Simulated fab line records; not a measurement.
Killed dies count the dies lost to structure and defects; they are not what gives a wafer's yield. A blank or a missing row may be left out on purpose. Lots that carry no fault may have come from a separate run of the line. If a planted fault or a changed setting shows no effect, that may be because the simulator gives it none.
fab line records	flow sky130
[record] lots = 7	wafers = 21	lastDay = 50
route steps=708 shown LDD_HVP@286 LDD_LDN@289 PAD_OPEN@708
lots that met no fault: taken from a fault-free run of the same line
startH: hours from the record's first day to the start of the lot's first wafer shown	waitH: hours elapsed since this lot's preceding step	" identical to the entry in the row above	L1.1+2: a single row standing in for several wafers	- no value, or no start given	* or withheld: withheld	< > ~ a bound
route shown NAME@n: a module of which the file shows steps, and the number in the route of the first	usual: mean and standard deviation over wafers with no fault	same: alike in all rows	chamber/n: place in a boat	sites: each site's reading	_std_site: how widely they spread, as a standard deviation	_edge_site: the outer-site mean with the inner-site mean subtracted	radiusMm: how far each site lies from the wafer's centre	mask NAME#n: copy n	behind: the most recent tool/chamber to have shaped the wafer	hold: why the lot went on hold/how many hours it stayed there/how the hold came to an end	device: the transistor (n, p or np) that didn't switch	end of line: tests of these same wafers at the route's end	where a step has no rows: the recipe by itself	killed: the dies lost at the first sort to structure and to defects; this is not the yield of the wafer	map: the dies of a wafer, with x for killed, . for not killed, _ for no die there
set.NAME: setting as actually run; set.NAME@STEP: the setting as run at that earlier step	model.NAME: the simulator's own value behind a step, which no gauge read
lots seen at some steps along the route; tables by step, rows by wafer
services: from which hour (startH, from the record's first day; less than 0 if before it) a tool's chamber was out of use, for how many hours, and why
[[steps]]
[step SKY_LDD_HVP_IMPLANT_08]
[recipe] species = B	energyKev = 20	doseCm2 = 1.7e+13	tiltDeg = 17.9
[step SKY_LDD_HVP_STRIP_09]
[recipe] chemistry = O2/N2	powerW = 1400	pressureMtorr = 1500	platenTempC = withheld	o2FlowSccm = 3000	n2FlowSccm = 300	overashFraction = 0.5
[usual] drypumpMotorCurrentA = 6.0/0.61	oesProductAu = 0.408/0.0045	stripTimeToEndpointS = 4.134/0.013
[same] overashFraction = 0.5
lot.wafer	tool	chamber	startH	waitH	drypumpMotorCurrentA	oesProductAu	rfHoursCounterH	stripTimeToEndpointS
L350.4	plasmaAsher-01	0	499.37	0.1	5.7	0.415	-	4.135
L350.5	"	1	"	"	4.8	0.412	-	4.130
L350.6	"	0	"	"	5.8	0.403	-	4.124
L356.1	plasmaAsher-02	1	562.14	0.1	6.0	0.421	71	4.136
L356.3	"	0	"	"	6.3	0.409	-	4.143
L356.6	"	0	"	"	6.3	0.413	-	4.130
L358.1	plasmaAsher-04	1	577.39	0.1	5.8	0.403	15	4.139
L358.3	"	0	"	"	6.9	0.401	-	4.147
L358.5	"	1	"	"	5.8	0.413	-	4.123
L362.3	plasmaAsher-01	1	618.99	0.1	4.8	0.411	-	4.104
L362.5	"	1	"	"	4.8	0.401	-	4.123
L362.6	"	0	"	"	5.7	0.402	-	4.134
L365.3	plasmaAsher-01	0	629.78	0.1	5.7	0.410	-	4.134
L365.4	"	1	"	"	4.8	0.409	-	4.111
L365.6	"	1	"	"	4.8	0.406	-	4.131
L366.1	plasmaAsher-02	1	646.24	0.1	6.0	0.412	80	4.140
L366.3	"	1	"	"	6.0	0.399	-	4.132
L366.6	"	0	"	"	6.3	0.412	-	4.118
L369.1	plasmaAsher-02	0	673.99	0.1	6.4	0.413	83	4.127
L369.2	"	1	"	"	6.0	0.408	83	4.148
L369.5	"	0	"	"	6.4	0.406	-	4.158
[step SKY_LDD_HVP_TW_MEAS_10]
[usual] LDD_HVP_TW = 457.1/2.3
lot.wafer	tool	chamber	startH	waitH	LDD_HVP_TW
L350.4	filmMetro-02	-	499.47	0.1	456.7
L350.5	"	-	"	"	455.8
L350.6	"	-	"	"	455.7
L356.1	filmMetro-01	-	562.24	0.1	456.1
L356.3	"	-	"	"	457.5
L356.6	"	-	"	"	459.5
L358.1	filmMetro-02	-	577.49	0.1	453.6
L358.3	"	-	"	"	454.8
L358.5	"	-	"	"	452.4
L362.3	filmMetro-03	-	619.07	0.1	452.2
L362.5	"	-	"	"	450.0
L362.6	"	-	"	"	452.7
L365.3	filmMetro-01	-	629.86	0.1	459.9
L365.4	"	-	"	"	459.7
L365.6	"	-	"	"	458.1
L366.1	filmMetro-03	-	646.34	0.1	458.8
L366.3	"	-	"	"	460.9
L366.6	"	-	"	"	460.3
L369.1	filmMetro-02	-	674.09	0.1	458.7
L369.2	"	-	"	"	455.6
L369.5	"	-	"	"	458.0
[step SKY_LDD_LDN_DEHYDRATE_00]
[recipe] tempC = 200	timeS = 60
[step SKY_LDD_LDN_HMDS_01]
[recipe] primeTimeS = 60	primeTempC = 120
[step SKY_LDD_LDN_COAT_02]
[recipe] resist = NOVOLAK	spinRpm = 3000	resistThkNm = 1140
[step SKY_LDD_LDN_SOFTBAKE_03]
[recipe] tempC = 90	timeS = 60	resist = NOVOLAK
[step SKY_LDD_LDN_EXPOSE_04]
[recipe] maskId = LDNTM	na = 0.6	sourceShape = conventional	sigmaOuter = 0.6	polarization = unpolarized	targetCdNm = 700	doseMj = 140
[step SKY_LDD_LDN_PEB_05]
[recipe] tempC = withheld	timeS = *	resist = NOVOLAK
[step SKY_LDD_LDN_DEVELOP_06]
[recipe] resist = NOVOLAK	developer = TMAH	developTimeS = 60	devTempC = 23
[step SKY_LDD_LDN_OVL_MEAS_07]
[usual] LDD_LDN_OVL = 0.7/1.3
lot.wafer	tool	chamber	startH	waitH	LDD_LDN_OVL[nm]
L350.4	overlay-02	-	530.12	0.1	-1.2
L350.5	"	-	"	"	-0.6
L350.6	"	-	"	"	-0.9
L356.1	overlay-02	-	591.45	0.1	3.4
L356.3	"	-	"	"	3.4
L356.6	"	-	"	"	2.5
L358.1	overlay-01	-	606.40	0.1	0.2
L358.3	"	-	"	"	1.4
L358.5	"	-	"	"	3.4
L362.3	overlay-02	-	647.62	0.1	0.1
L362.5	"	-	"	"	-0.3
L362.6	"	-	"	"	-0.5
L365.3	overlay-01	-	658.06	0.1	-0.1
L365.4	"	-	"	"	-1.1
L365.6	"	-	"	"	1.1
L366.1	overlay-02	-	674.75	0.1	1.4
L366.3	"	-	"	"	0.7
L366.6	"	-	"	"	1.1
L369.1	overlay-02	-	702.11	0.1	0.1
L369.2	"	-	"	"	-0.3
L369.5	"	-	"	"	-0.1
[step SKY_LDD_LDN_IMPLANT_08]
[recipe] species = As	energyKev = 15	doseCm2 = 1.25e+13	tiltDeg = withheld	rotationDeg = 23
[step SKY_LDD_LDN_IMPLANT_09]
[recipe] species = As	energyKev = 15	doseCm2 = 1.25e+13	tiltDeg = withheld	rotationDeg = 113
[usual] faradayCurrentUA = 70.6/1.6
[same] implantIonAmu = 75
lot.wafer	tool	chamber	startH	waitH	faradayCurrentUA
L350.4	implanter-03	0	530.36	0.1	71.7
L350.5	"	0	"	"	71.9
L350.6	"	0	"	"	68.7
L350.4	implanter-03	0	530.96	0.6	72.2
L350.5	"	0	"	"	70.5
L350.6	"	0	"	"	70.2
L356.1	implanter-04	0	591.64	0.1	72.6
L356.3	"	0	"	"	68.4
L356.6	"	0	"	"	70.7
L356.1	implanter-04	0	591.95	0.3	66.9
L356.3	"	0	"	"	70.5
L356.6	"	0	"	"	67.2
L358.1	implanter-03	0	606.58	0.1	69.6
L358.3	"	0	"	"	70.4
L358.5	"	0	"	"	71.9
L358.1	implanter-03	0	606.90	0.3	69.0
L358.3	"	0	"	"	68.8
L358.5	"	0	"	"	69.6
L362.3	implanter-04	0	647.84	0.1	69.2
L362.5	"	0	"	"	71.5
L362.6	"	0	"	"	67.2
L365.3	implanter-03	0	658.28	0.1	68.6
L365.4	"	0	"	"	70.9
L365.6	"	0	"	"	71.2
L366.1	implanter-01	0	674.94	0.1	69.4
L366.3	"	0	"	"	70.8
L366.6	"	0	"	"	70.0
L369.1	implanter-04	0	702.29	0.1	68.4
L369.2	"	0	"	"	68.3
L369.5	"	0	"	"	70.9
[step SKY_LDD_LDN_IMPLANT_10]
[recipe] species = As	energyKev = 15	doseCm2 = 1.25e+13	tiltDeg = withheld	rotationDeg = 203
[step SKY_LDD_LDN_IMPLANT_11]
[recipe] species = As	energyKev = 15	doseCm2 = 1.25e+13	tiltDeg = withheld	rotationDeg = 293
[step SKY_LDD_LDN_STRIP_12]
[recipe] chemistry = O2/N2	powerW = 1400	pressureMtorr = 1500	platenTempC = withheld	o2FlowSccm = 3000	n2FlowSccm = 300	overashFraction = 0.5
[usual] drypumpMotorCurrentA = 5.8/0.61	oesProductAu = 0.716/0.0043	stripTimeToEndpointS = 14.17/0.035
[same] overashFraction = 0.5
lot.wafer	tool	chamber	startH	waitH	drypumpMotorCurrentA	oesProductAu	rfHoursCounterH	stripTimeToEndpointS
L350.4	plasmaAsher-04	1	531.37	0.1	5.8	0.713	-	14.17
L350.5	"	0	"	"	6.8	0.715	-	14.19
L350.6	"	1	"	"	5.8	0.714	-	14.13
L356.1	plasmaAsher-03	0	592.40	0.1	6.1	0.722	92	14.17
L356.3	"	1	"	"	6.0	0.717	-	14.20
L356.6	"	1	"	"	6.0	0.717	-	14.23
L358.1	plasmaAsher-04	0	607.35	0.1	6.8	0.711	18	14.14
L358.3	"	1	"	"	5.8	0.714	-	14.15
L358.5	"	1	"	"	5.8	0.716	-	14.18
L362.3	plasmaAsher-01	0	648.28	0.1	5.7	0.716	-	14.14
L362.5	"	0	"	"	5.8	0.715	-	14.11
L362.6	"	1	"	"	4.8	0.714	-	14.09
L365.3	plasmaAsher-03	1	658.72	0.1	6.0	0.715	-	14.16
L365.4	"	0	"	"	6.1	0.715	-	14.14
L365.6	"	0	"	"	6.1	0.724	-	14.20
L366.1	plasmaAsher-03	0	675.39	0.1	6.1	0.714	99	14.13
L366.3	"	0	"	"	6.1	0.711	-	14.21
L366.6	"	0	"	"	6.1	0.714	-	14.16
L369.1	plasmaAsher-01	0	702.74	0.1	5.7	0.718	57	14.10
L369.2	"	1	"	"	4.8	0.717	57	14.15
L369.5	"	0	"	"	5.7	0.717	-	14.13
[step SKY_LDD_LDN_TW_MEAS_13]
[usual] LDD_LDN_TW = 1483/7.5
lot.wafer	tool	chamber	startH	waitH	LDD_LDN_TW
L350.4	filmMetro-03	-	531.48	0.1	1592
L350.5	"	-	"	"	1592
L350.6	"	-	"	"	1587
L356.1	filmMetro-04	-	592.50	0.1	1588
L356.3	"	-	"	"	1578
L356.6	"	-	"	"	1580
L358.1	filmMetro-02	-	607.45	0.1	1584
L358.3	"	-	"	"	1597
L358.5	"	-	"	"	1587
L362.3	filmMetro-02	-	648.36	0.1	1478
L362.5	"	-	"	"	1484
L362.6	"	-	"	"	1479
L365.3	filmMetro-03	-	658.80	0.1	1477
L365.4	"	-	"	"	1479
L365.6	"	-	"	"	1481
L366.1	filmMetro-03	-	675.49	0.1	1479
L366.3	"	-	"	"	1493
L366.6	"	-	"	"	1487
L369.1	filmMetro-04	-	702.84	0.1	1488
L369.2	"	-	"	"	1492
L369.5	"	-	"	"	1500
[step SKY_LDD_LDN_CLEAN_14]
[recipe] chemistry = SC1/SC2	mix = 1:4:20	tempC = 70	timeS = 150	dry = n2Spin
[step SKY_PAD_OPEN_PROBE_99]
[usual] killed_at_M0_to_M3 = 43/6.7	killed_at_M4_up = 3.2/1.8	killedAtContacts = 25/5.2	killedAtFrontEnd = 15/4.4	killedAtOther = 0.2/0.4	killedDies = 87/9.3	killedOpen = 48/7.1	killedShort = 39/6
[same] grossDies = 492	killedAtBackSide = 0
lot.wafer	tool	chamber	startH	waitH	killed_at_M0_to_M3	killed_at_M4_up	killedAtContacts	killedAtFrontEnd	killedAtOther	killedDies	killedOpen	killedShort	model.etest.tipSonos.rsOhmSq
L350.4	prober-02	-	1080.96	0.2	49	1	23	15	0	88	46	42	2336
L350.5	prober-02	-	1081.01	0.2	46	4	22	19	1	92	53	39	2340
L350.6	prober-02	-	1081.06	0.2	35	2	28	16	1	82	48	34	2316
L356.1	prober-01	-	1120.18	0.1	43	4	20	12	0	79	52	27	2263
L356.3	prober-01	-	1120.28	0.2	44	0	28	14	0	86	44	42	2250
L356.6	prober-01	-	1120.43	0.2	42	2	21	23	0	88	43	45	2276
L358.1	prober-02	-	1142.03	0.1	38	8	23	16	0	85	51	34	2301
L358.3	prober-02	-	1142.13	0.2	55	7	25	11	0	98	48	50	2322
L358.5	prober-02	-	1142.23	0.2	45	7	27	17	0	96	47	49	2352
L362.3	prober-01	-	1158.55	0.2	48	1	22	16	0	87	45	42	2784
L362.5	prober-01	-	1158.65	0.2	41	4	31	16	0	92	51	41	2805
L362.6	prober-01	-	1158.70	0.2	43	0	30	22	0	95	52	43	2825
L365.3	prober-01	-	1165.60	0.2	48	4	32	16	0	100	58	42	2740
L365.4	prober-01	-	1165.65	0.2	35	6	31	20	0	92	51	41	2682
L365.6	prober-01	-	1165.75	0.2	41	6	18	20	0	85	45	40	2750
L366.1	prober-02	-	1176.73	0.1	44	1	29	10	1	85	50	35	2668
L366.3	prober-02	-	1176.83	0.2	37	1	26	19	0	83	38	45	2602
L366.6	prober-02	-	1176.98	0.2	49	5	19	20	0	93	50	43	2623
L369.1	prober-01	-	1188.72	0.1	51	4	38	12	0	105	51	54	2686
L369.2	prober-01	-	1188.77	0.1	48	4	29	23	1	105	48	57	2654
L369.5	prober-01	-	1188.92	0.2	47	7	22	15	0	91	55	36	2695
// killed by level:class
L350.4 VIA1:geometricParticle:open=11 VIA1:geometricParticle:short=8 CONTACT:geometricParticle:open=7 VIA3:geometricParticle:open=7 POLY_GATE:geometricParticle:short=6 LI_CONTACT:geometricParticle:open=6 SPACER:geometricParticle:short=5 CONTACT:geometricParticle:short=5
L350.5 VIA1:geometricParticle:open=12 CONTACT:geometricParticle:open=10 VIA3:geometricParticle:open=8 METAL2:geometricParticle:short=6 LI_CONTACT:geometricParticle:open=6 VIA2:geometricParticle:open=6 FIELD_ISO:geometricParticle:short=5 METAL3:geometricParticle:short=5
L350.6 CONTACT:geometricParticle:open=15 LI_CONTACT:geometricParticle:open=9 VIA1:geometricParticle:open=7 FIELD_ISO:geometricParticle:short=6 VIA2:geometricParticle:open=5 VIA3:geometricParticle:open=5 METAL1:geometricParticle:short=4 POLY_GATE:geometricParticle:short=3
L356.1 VIA1:geometricParticle:open=12 VIA3:geometricParticle:open=7 CONTACT:geometricParticle:open=7 LI_CONTACT:geometricParticle:open=5 VIA2:geometricParticle:open=5 FIELD_ISO:geometricParticle:open=4 CONTACT:geometricParticle:short=4 VIA1:geometricParticle:short=4
L356.3 LI_CONTACT:geometricParticle:open=9 METAL1:geometricParticle:short=8 METAL2:geometricParticle:short=7 CONTACT:geometricParticle:short=7 CONTACT:geometricParticle:open=7 VIA3:geometricParticle:open=7 VIA2:geometricParticle:open=6 FIELD_ISO:geometricParticle:short=5
L356.6 FIELD_ISO:geometricParticle:open=10 VIA3:geometricParticle:short=10 VIA2:geometricParticle:open=7 CONTACT:geometricParticle:open=7 LI_CONTACT:geometricParticle:open=6 VIA2:geometricParticle:short=6 FIELD_ISO:geometricParticle:short=5 LOCAL_INTERCONNECT:geometricParticle:short=5
L358.1 CONTACT:geometricParticle:open=9 VIA1:geometricParticle:open=8 VIA3:geometricParticle:open=7 VIA2:geometricParticle:open=6 METAL4:geometricParticle:short=6 FIELD_ISO:geometricParticle:open=5 VIA2:geometricParticle:short=5 POLY_GATE:geometricParticle:short=4
L358.3 VIA1:geometricParticle:short=11 VIA3:geometricParticle:open=10 CONTACT:geometricParticle:open=8 VIA1:geometricParticle:open=8 VIA2:geometricParticle:short=6 LI_CONTACT:geometricParticle:open=5 CONTACT:geometricParticle:short=5 METAL1:geometricParticle:short=5
L358.5 CONTACT:geometricParticle:open=16 VIA1:geometricParticle:open=12 VIA1:geometricParticle:short=10 METAL2:geometricParticle:short=10 POLY_GATE:geometricParticle:short=6 METAL4:geometricParticle:short=5 LI_CONTACT:geometricParticle:open=4 FIELD_ISO:geometricParticle:open=3
L362.3 VIA1:geometricParticle:open=12 FIELD_ISO:geometricParticle:short=8 LI_CONTACT:geometricParticle:open=8 VIA3:geometricParticle:open=6 VIA2:geometricParticle:open=6 METAL1:geometricParticle:short=6 VIA1:geometricParticle:short=6 LI_CONTACT:geometricParticle:short=4
L362.5 CONTACT:geometricParticle:open=14 VIA1:geometricParticle:open=9 CONTACT:geometricParticle:short=6 VIA3:geometricParticle:open=6 LI_CONTACT:geometricParticle:open=5 VIA1:geometricParticle:short=5 METAL2:geometricParticle:short=5 FIELD_ISO:geometricParticle:open=4
L362.6 VIA1:geometricParticle:open=13 LI_CONTACT:geometricParticle:open=8 FIELD_ISO:geometricParticle:short=7 FIELD_ISO:geometricParticle:open=6 LOCAL_INTERCONNECT:geometricParticle:short=6 CONTACT:geometricParticle:open=6 METAL2:geometricParticle:short=6 LI_CONTACT:geometricParticle:short=5
L365.3 CONTACT:geometricParticle:open=14 VIA1:geometricParticle:open=12 LI_CONTACT:geometricParticle:open=8 VIA2:geometricParticle:open=7 LOCAL_INTERCONNECT:geometricParticle:short=6 METAL1:geometricParticle:short=6 VIA3:geometricParticle:open=6 SPACER:geometricParticle:short=5
L365.4 CONTACT:geometricParticle:open=13 VIA1:geometricParticle:open=8 VIA3:geometricParticle:open=8 LOCAL_INTERCONNECT:geometricParticle:short=6 FIELD_ISO:geometricParticle:open=5 FIELD_ISO:geometricParticle:short=5 METAL2:geometricParticle:short=5 POLY_GATE:geometricParticle:open=4
L365.6 VIA1:geometricParticle:open=9 VIA1:geometricParticle:short=7 VIA2:geometricParticle:open=7 LI_CONTACT:geometricParticle:open=6 METAL1:geometricParticle:short=6 VIA3:geometricParticle:open=6 METAL4:geometricParticle:short=5 FIELD_ISO:geometricParticle:short=4
L366.1 CONTACT:geometricParticle:open=18 VIA1:geometricParticle:open=9 METAL1:geometricParticle:short=8 CONTACT:geometricParticle:short=5 METAL2:geometricParticle:short=5 VIA2:geometricParticle:short=5 VIA3:geometricParticle:open=4 FIELD_ISO:geometricParticle:open=3
L366.3 METAL1:geometricParticle:short=10 CONTACT:geometricParticle:open=10 FIELD_ISO:geometricParticle:short=8 VIA2:geometricParticle:open=7 FIELD_ISO:geometricParticle:open=6 CONTACT:geometricParticle:short=6 LI_CONTACT:geometricParticle:open=4 VIA1:geometricParticle:open=4
L366.6 VIA1:geometricParticle:open=14 VIA3:geometricParticle:open=8 POLY_GATE:geometricParticle:short=6 LOCAL_INTERCONNECT:geometricParticle:short=6 METAL1:geometricParticle:short=6 VIA2:geometricParticle:open=5 METAL4:geometricParticle:short=5 FIELD_ISO:geometricParticle:open=4
L369.1 VIA1:geometricParticle:open=14 CONTACT:geometricParticle:open=13 CONTACT:geometricParticle:short=8 METAL1:geometricParticle:short=8 LI_CONTACT:geometricParticle:open=7 LOCAL_INTERCONNECT:geometricParticle:short=7 FIELD_ISO:geometricParticle:short=6 VIA3:geometricParticle:short=6
L369.2 VIA1:geometricParticle:open=10 FIELD_ISO:geometricParticle:short=9 CONTACT:geometricParticle:open=8 CONTACT:geometricParticle:short=8 VIA3:geometricParticle:open=7 LOCAL_INTERCONNECT:geometricParticle:short=7 VIA1:geometricParticle:short=6 VIA2:geometricParticle:open=6
L369.5 VIA1:geometricParticle:open=12 CONTACT:geometricParticle:open=10 VIA2:geometricParticle:open=8 FIELD_ISO:geometricParticle:open=7 METAL1:geometricParticle:short=7 METAL2:geometricParticle:short=5 VIA3:geometricParticle:open=5 LI_CONTACT:geometricParticle:open=4
[[services]]
tool	chamber	startH	hours	kind
implanter-03	-	488.34	6.5	pm
plasmaAsher-02	-	503.19	5.4	repair
implanter-01	-	540.34	5.5	pm
implanter-01	-	551.15	106.0	repair
implanter-04	-	552.04	3.9	repair
implanter-03	-	571.60	5.9	repair
plasmaAsher-01	-	596.70	0.6	repair
plasmaAsher-03	-	600.70	3.1	repair
implanter-04	-	603.66	3.4	pm
plasmaAsher-01	-	623.35	2.8	pm
plasmaAsher-01	-	626.14	0.9	repair
plasmaAsher-01	-	642.90	2.5	repair
plasmaAsher-03	-	645.60	4.1	pm
plasmaAsher-02	-	648.25	0.5	repair
implanter-01	-	657.15	3.9	pm
plasmaAsher-04	-	665.30	2.0	repair
plasmaAsher-01	-	680.19	1.2	repair
implanter-01	-	682.44	0.5	repair
plasmaAsher-02	-	689.66	0.4	repair
implanter-03	-	689.87	10.2	repair
[[key]]
[firstSign] step = SKY_LDD_LDN_IMPLANT_09	reading = visit	direction = added
[effect] step = SKY_LDD_LDN_TW_MEAS_13	reading = LDD_LDN_TW	direction = up	sigmas = 14	usual = 1483	struck = 1587
[modelEffect] step = SKY_PAD_OPEN_PROBE_99	value = etest.tipSonos.rsOhmSq	without = 2619	struck = 2306
metAt SKY_LDD_LDN_IMPLANT_09
struckWafers L350.4,L350.5,L350.6,L356.1,L356.3,L356.6,L358.1,L358.3,L358.5
testerLeftOut L350,L356,L358
[fault] kind = repeatedStepWhole	tool = implanter-01,implanter-03,implanter-04	chamber = -	onsetH = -	steps = SKY_LDD_LDN_IMPLANT_09	times = 1	scope = struckLotsOnly
// testerLeftOut: of these lots the tester's yield and bins aren't shown, on N5 and GAA mostly nor the transistor test; their killed dies are dies lost to structure and defects alone, not to doping, threshold or leakage, so they don't give the yield
